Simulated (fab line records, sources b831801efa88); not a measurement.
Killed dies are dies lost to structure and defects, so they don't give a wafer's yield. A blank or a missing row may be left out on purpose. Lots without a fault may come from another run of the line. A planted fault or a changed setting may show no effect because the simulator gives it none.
A struck lot beside a sound one | flow sky130 | 28 steps out of a route of 708
Sound: wafers L806.1, L806.4, L806.6. Struck: wafers L799.1, L799.2, L799.3. The cause comes at the end.
At each step with rows: each side's tool, then ch and its chambers, then its first start. Under that, the readings that differ: sound wafers | struck wafers | difference of the means | sigmas: that difference in standard deviations of wafers without a fault.
alike: readings whose means differ by less than 2 such deviations, and words and numbers that are the same on both sides. not compared: withheld readings, readings that some wafer has no value for, bounds like >300 that may hide the same value, and numbers for which the record gives no deviation and whose values overlap.
The two part at a step that has a row with sigmas, a row that says differs or no value, or rows on one side only. Numbers that don't overlap but have no deviation are shown without sigmas and don't part them. A reading that every wafer of one side lacks parts them only if that side has two wafers or more.

first, 1 step without rows for these wafers: SKY_VT_ADJUST_LVTN_IMPLANT_08.
SKY_VT_ADJUST_LVTN_STRIP_09: strips in O2/N2.
  sound on plasma_asher-01 ch 0,1, day 10 17:36; struck on plasma_asher-01 ch 0,1, day 8 13:23
  alike: chamber_pressure_mTorr, drypump_motor_current_A, oes_product_au, strip_time_to_endpoint_s
  not compared: rf_hours_counter_h
SKY_VT_ADJUST_LVTN_TW_MEAS_10:
  sound on film_metro-01, day 10 17:42; struck on film_metro-01, day 8 13:29
  alike: VT_ADJUST_LVTN_TW
then, 7 steps without rows for these wafers: SKY_VT_ADJUST_LVTN_DEHYDRATE_11 (time 60 s); SKY_VT_ADJUST_LVTN_HMDS_12 (prime time 60 s); SKY_VT_ADJUST_LVTN_COAT_13 (resist thk 1140 nm); SKY_VT_ADJUST_LVTN_SOFTBAKE_14 (time 60 s); SKY_VT_ADJUST_LVTN_EXPOSE_15 (exposes mask HVN STD DERIVED, target cd 600 nm); SKY_VT_ADJUST_LVTN_PEB_16; SKY_VT_ADJUST_LVTN_DEVELOP_17 (develop time 60 s).
SKY_VT_ADJUST_LVTN_OVL_MEAS_18:
  sound on overlay-02, day 11 16:32; struck on overlay-01, day 9 10:01
  alike: VT_ADJUST_LVTN_01_OVL
then, 1 step without rows for these wafers: SKY_VT_ADJUST_LVTN_IMPLANT_19.
SKY_VT_ADJUST_LVTN_STRIP_20: strips in O2/N2.
  sound on plasma_asher-01 ch 0,1, day 11 16:43; struck on plasma_asher-04 ch 0,1, day 9 10:12
  no value came back on the struck wafers for chamber_pressure_mTorr (mTorr), drypump_motor_current_A (A), oes_product_au (a.u.), strip_time_to_endpoint_s (s); on the sound wafers chamber_pressure_mTorr (mTorr) reads 1501.2 1500.0 1501.3
  reading                                             | sound | struck         | difference | sigmas
  model.NOVOLAK_of_VT_ADJUST_LVTN_COAT_13.thk_nm (nm) | 0 0 0 | 1138 1137 1136 | +1137      |
  not compared: rf_hours_counter_h
SKY_VT_ADJUST_LVTN_TW_MEAS_21:
  sound on film_metro-01, day 11 16:49; struck on film_metro-01, day 9 10:18
  alike: VT_ADJUST_LVTN_2_TW
then, 7 steps without rows for these wafers: SKY_VT_ADJUST_NCORE_DEHYDRATE_00 (time 60 s); SKY_VT_ADJUST_NCORE_HMDS_01 (prime time 60 s); SKY_VT_ADJUST_NCORE_COAT_02 (resist thk 1140 nm); SKY_VT_ADJUST_NCORE_SOFTBAKE_03 (time 60 s); SKY_VT_ADJUST_NCORE_EXPOSE_04 (exposes mask LVTN COMPLEMENT THIN, target cd 380 nm); SKY_VT_ADJUST_NCORE_PEB_05; SKY_VT_ADJUST_NCORE_DEVELOP_06 (develop time 60 s).
SKY_VT_ADJUST_NCORE_CD_MEAS_07: target cd 380 nm.
  sound on cd_sem-01, day 12 16:16; struck on cd_sem-02, day 10 06:57
  alike: cd_nm
SKY_VT_ADJUST_NCORE_OVL_MEAS_08:
  sound on overlay-01, day 12 16:23; struck on overlay-01, day 10 07:04
  alike: VT_ADJUST_NCORE_OVL
then, 1 step without rows for these wafers: SKY_VT_ADJUST_NCORE_IMPLANT_09.
SKY_VT_ADJUST_NCORE_STRIP_10: strips in O2/N2.
  sound on plasma_asher-01 ch 0,1, day 12 16:34; struck on plasma_asher-01 ch 0,1, day 10 07:16
  reading                      | sound             | struck            | difference | sigmas
  strip_time_to_endpoint_s (s) | 14.18 14.17 14.15 | 31.18 31.14 31.17 | +17.00     | +99 or more
  alike: chamber_pressure_mTorr, drypump_motor_current_A, oes_product_au
  not compared: rf_hours_counter_h
SKY_VT_ADJUST_NCORE_TW_MEAS_11:
  sound on film_metro-04, day 12 16:40; struck on film_metro-01, day 10 07:22
  reading            | sound             | struck         | difference | sigmas
  VT_ADJUST_NCORE_TW | 220.4 220.3 219.7 | 29.7 29.7 29.8 | -190.4     | -99 or more
then, 1 step without rows for these wafers: SKY_VT_ADJUST_HVTR_DEHYDRATE_00 (time 60 s).
-- the record jumps here: 37 days lie between the struck wafers' starts before and after (it left off in module VT_ADJUST_HVTR and takes up again in module PAD_OPEN, whose first step shown is number 708 of the route) --
SKY_PAD_OPEN_PROBE_99:
  sound on prober-01, day 48 21:35; struck on prober-02, day 46 22:51
  reading                                | sound                         | struck                        | difference | sigmas
  model.etest.pfet_16v.r_on_ohm_um       | 1.49e+04 1.506e+04 1.49e+04   | 1.673e+04 1.685e+04 1.715e+04 | +1.957e+03 |
  model.etest.nfet_16v.r_on_ohm_um       | 1.409e+04 1.405e+04 1.404e+04 | 1.249e+04 1.249e+04 1.258e+04 | -1.540e+03 |
  model.etest.pfet_g5v0d10v5.r_on_ohm_um | 4723 4756 4697                | 6198 6256 6235                | +1504      |
  model.etest.tip_p.rs_ohm_sq            | 6760 6706 6735                | 7583 7550 7588                | +840       |
  model.etest.pfet_01v8.r_on_ohm_um      | 2852 2856 2824                | 3345 3338 3294                | +482       |
  model.etest.tip_p_5v.rs_ohm_sq         | 2867 2871 2879                | 3101 3103 3120                | +236       |
  model.etest.pfet_g5v0d10v5.drive_ua_um | 341.2 343.9 349               | 239.6 237.9 235.2             | -107.1     |
  model.etest.nfet_01v8.drive_ua_um      | 510.4 518.1 525.5             | 577.3 595.7 597.9             | +72.3      |

WHERE THEY PART
First at SKY_VT_ADJUST_LVTN_STRIP_20; last, within this record, at SKY_VT_ADJUST_NCORE_TW_MEAS_11.

WHY: what the simulator had put in
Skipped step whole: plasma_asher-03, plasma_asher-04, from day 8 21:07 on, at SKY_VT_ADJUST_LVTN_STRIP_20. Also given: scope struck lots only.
